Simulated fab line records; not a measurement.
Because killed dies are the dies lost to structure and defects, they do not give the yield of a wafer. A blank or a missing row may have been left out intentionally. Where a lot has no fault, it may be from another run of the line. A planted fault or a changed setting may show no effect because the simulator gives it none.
Comparing a struck lot with a sound one	flow gf180mcu	16 out of 602 route steps
Sound: the wafers L331.2, L331.5, L331.6. Struck: wafer L319.4. (L319.3, L319.6 of the same lot were not struck and are left out.) The cause comes at the end.
Order at every step that has rows: each side's tool, ch and its chambers, its first start. Under that, the readings that differ: sound wafers	struck wafers	difference of the means	sigmas: that difference in standard deviations of wafers without a fault.
alike: same words and numbers on both sides, and readings whose means sit less than 2 such deviations apart. not compared: any withheld reading, any reading some wafer has no value for, any bound like >300 that may hide the same value, and any number with overlapping values for which the record gives no deviation.
Wherever a step has rows on one side only, a row that says differs or no value, or a row with sigmas, the two part there. Numbers that have no deviation but don't overlap get no sigmas and don't part them. A reading that every wafer of one side lacks parts them only if that side has two wafers or more.

GF_POLY_GATE_THK_MEAS_01:
  struck on film_metro-04, day 10 09:49; sound on film_metro-02, day 13 14:44
  alike: POLY_GATE_CVD_00_THK
then, 8 steps without rows for these wafers: GF_POLY_GATE_DEHYDRATE_02 (time 60 s); GF_POLY_GATE_HMDS_03 (prime time 60 s); GF_POLY_GATE_COAT_04; GF_POLY_GATE_COAT_05 (resist thk 700 nm); GF_POLY_GATE_SOFTBAKE_06 (time 60 s); GF_POLY_GATE_EXPOSE_07 (exposes mask Poly2, target cd 280 nm); GF_POLY_GATE_PEB_08 (peb time 90 s); GF_POLY_GATE_DEVELOP_09 (develop time 60 s).
GF_POLY_GATE_CD_MEAS_10: the cd target is 280 nm.
  struck on cd_sem-02, day 11 04:10; sound on cd_sem-01, day 14 11:23
  alike: cd_nm
GF_POLY_GATE_OVL_MEAS_11:
  struck on overlay-02, day 11 04:15; sound on overlay-02, day 14 11:29
  alike: POLY_GATE_OVL
GF_POLY_GATE_ETCH_12: etches BARC in N2/H2.
  sound on rie_diel-02 ch 0,3, day 14 11:31; struck on rie_diel-02 ch 2, day 11 04:17
  alike: bias_w, chamber_pressure_mTorr, drypump_motor_current_A, h2_flow_sccm, oes_product_au, throttle_valve_pct
GF_POLY_GATE_ETCH_13: etches poly-Si in HBr/Cl2, stops on SiO2, target depth 198.5 nm, time 69.6 s.
  sound on rie_si-01 ch 2,3, day 14 11:34; struck on rie_si-02 ch 3, day 11 04:20
reading	sound	struck	difference	sigmas
oes_product_au (a.u.)	0.984 0.994 0.995	0.773	-0.218	-36
model.POLY_GATE.feature_depth_nm (nm)	198.5 198.3 196.9	138.1	-59.8	
model.etch.depth_nm (nm)	198.5 198.3 196.9	138.1	-59.8	
  alike: bias_w, chamber_pressure_mTorr, drypump_motor_current_A, throttle_valve_pct
  not compared: rf_hours_counter_h
GF_POLY_GATE_STRIP_14: strips in O2/N2.
  sound on plasma_asher-03 ch 0,1, day 14 11:38; struck on plasma_asher-02 ch 1, day 11 04:25
reading	sound	struck	difference	sigmas
oes_product_au (a.u.)	0.498 0.518 0.501	0.524	+0.018	+4
  alike: chamber_pressure_mTorr, drypump_motor_current_A, heater_power_w, platen_temp_c
  not compared: rf_hours_counter_h
then, 1 step without rows for these wafers: GF_POLY_GATE_CLEAN_15 (cleans in SC1/SC2, time 150 s).
-- a jump in the record: the struck wafers' starts before and after are 20 days apart (it breaks off in module POLY_GATE and resumes in module PASSIVATION, where the first step shown is number 602 of the route) --
GF_PASSIVATION_PROBE_99:
  rows exist in the record for the struck wafers here (prober-01, day 31 04:15), but not for the sound ones

## WHERE THEY PART
Earliest at GF_POLY_GATE_ETCH_13; latest, in this record, at GF_PASSIVATION_PROBE_99.

WHY: what had been put in by the simulator
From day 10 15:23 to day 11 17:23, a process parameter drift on rie_si-02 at GF_POLY_GATE_ETCH_13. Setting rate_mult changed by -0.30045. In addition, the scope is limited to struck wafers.
